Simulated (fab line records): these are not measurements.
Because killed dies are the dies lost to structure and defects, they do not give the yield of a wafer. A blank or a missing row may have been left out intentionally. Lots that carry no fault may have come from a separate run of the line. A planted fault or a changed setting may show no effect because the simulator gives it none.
Which of the tools did it? -- flow gf180mcu -- at 1 step of a route of 602, 12 lots with 36 wafers sampled

WHAT THE GAUGES READ, wafer by wafer
GF_V4_RS_MEAS_24: uses a four-point probe to measure.
lot,measured,on,V4_W_RS (ohm/sq)
L075,day 25 02:31,film-metro-01,0.326 0.331 0.329
L077,day 25 19:22,film-metro-04,0.332 0.331 0.333
L079,day 26 02:27,film-metro-02,0.327 0.324 0.326
L081,day 26 20:46,film-metro-04,0.325 0.328 0.321
L083,day 28 00:01,film-metro-01,0.321 0.320 0.324
L085,day 28 06:10,film-metro-01,0.324 0.324 0.323
L087,day 28 23:50,film-metro-04,0.324 0.327 0.326
L089,day 29 07:37,film-metro-02,0.330 0.323 0.328
L091,day 29 22:40,film-metro-01,0.327 0.327 0.327
L093,day 30 14:57,film-metro-02,0.328 0.326 0.324
L095,day 31 01:06,film-metro-04,0.325 0.321 0.328
L097,day 31 10:10,film-metro-01,0.332 0.326 0.326

EACH LOT AND THE TOOL THAT RAN IT (in order: tool; ch and the chambers of the sampled wafers; start)
Record: no process step prior to these readings.

THE ANSWER, worked out from the rows above alone
Rule: what is usual is taken from the lots themselves. Put in order of their means at a reading, lots are off if they are a third of the lots or fewer, leave a main group of 4 or more, and stand apart from it by a gap of 3 or more times the standard deviation of the main group's means; of several such gaps the widest counts. A main group is skipped when, at the precision printed for the reading in the tables above, its means are all equal. Also off: a lot with no number at a reading for which 4 or more lots have one. Where the step has rows for the other lots, those lots are counted as sound.
Nothing can be told from this: no lot is off at any reading shown.

WHAT THE SIMULATOR HAD PUT IN
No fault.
